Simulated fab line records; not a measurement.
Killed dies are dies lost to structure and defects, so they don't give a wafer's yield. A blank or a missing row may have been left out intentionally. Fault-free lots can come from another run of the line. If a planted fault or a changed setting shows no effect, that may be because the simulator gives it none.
Which of the tools did it? + flow gf180mcu + 6 lots, 18 wafers sampled, at 1 step of a route of 602

== WHAT THE GAUGES SHOWED, per wafer ==
GF_STI_BOW_MEAS_00.
| lot  | measured    | on            | INCOMING_BOW (um) |
|------|-------------|---------------|-------------------|
| L758 | day 1 20:00 | film_metro-01 | 1 2 7             |
| L760 | day 2 06:00 | film_metro-02 | -3 10 -6          |
| L763 | day 2 21:02 | film_metro-02 | 8 0 5             |
| L773 | day 4 23:04 | film_metro-01 | 1 -1 -5           |
| L775 | day 5 09:01 | film_metro-02 | -2 -2 2           |
| L777 | day 5 19:04 | film_metro-02 | 3 1 -12           |

== WHAT TOOL EACH LOT RAN ON (gives the tool, then ch and the chambers of the sampled wafers, and finally the start) ==
The record holds no process step before these readings.

== THE ANSWER, worked out from the rows above alone ==
Rule: what is usual is taken from the lots themselves. Put in order of their means at a reading, lots are off if they are a third of the lots or fewer, leave a main group of 4 or more, and stand apart from it by a gap of 3 or more times the standard deviation of the main group's means; of several such gaps the widest counts. Not used: any main group whose means are identical at the precision the tables above print for the reading. A lot without any number at a reading at which 4 lots or more have one is off too. Where the step has rows for the other lots, those lots are counted as sound.
Across all readings shown, no lot is off: no conclusion can be drawn from this.

== WHAT THE SIMULATOR PUT IN ==
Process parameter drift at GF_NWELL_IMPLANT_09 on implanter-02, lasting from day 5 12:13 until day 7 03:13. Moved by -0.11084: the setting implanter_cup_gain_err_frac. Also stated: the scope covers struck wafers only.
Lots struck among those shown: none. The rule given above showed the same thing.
